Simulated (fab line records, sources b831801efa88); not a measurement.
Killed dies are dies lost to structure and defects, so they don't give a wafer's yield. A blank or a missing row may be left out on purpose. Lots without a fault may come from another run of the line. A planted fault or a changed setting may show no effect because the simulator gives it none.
Which tool did it? | flow sky130 | 6 lots, 18 wafers sampled, at 1 step of a route of 708

WHAT THE GAUGES READ, wafer by wafer
SKY_SONOS_TUNNEL_OVL_MEAS_08.
lot  | measured     | on         | SONOS_TUNNEL_OVL (nm)
L670 | day 12 02:01 | overlay-02 | 0.8 0.7 -0.6
L674 | day 13 03:31 | overlay-01 | 0.7 0.8 1.2
L677 | day 14 06:06 | overlay-01 | -1.2 -2.1 -0.6
L680 | day 15 04:55 | overlay-01 | 0.3 -1.0 -0.2
L683 | day 16 04:46 | overlay-01 | -0.4 0.2 1.2
L685 | day 16 15:16 | overlay-02 | 0.5 2.0 -0.7

WHICH TOOL RAN EACH LOT (tool, then ch and the chambers of the sampled wafers, then the start)
The record holds no process step before these readings.

THE ANSWER, worked out from the rows above alone
Rule: what is usual is taken from the lots themselves. Put in order of their means at a reading, lots are off if they are a third of the lots or fewer, leave a main group of 4 or more, and stand apart from it by a gap of 3 or more times the standard deviation of the main group's means; of several such gaps the widest counts. A main group whose means are all the same, to the digits that the tables above print for the reading, isn't used. A lot without any number at a reading at which 4 lots or more have one is off too. The other lots that the step has rows for count as sound.
No lot is off at any reading shown: from this, nothing can be told.

WHAT THE SIMULATOR HAD PUT IN
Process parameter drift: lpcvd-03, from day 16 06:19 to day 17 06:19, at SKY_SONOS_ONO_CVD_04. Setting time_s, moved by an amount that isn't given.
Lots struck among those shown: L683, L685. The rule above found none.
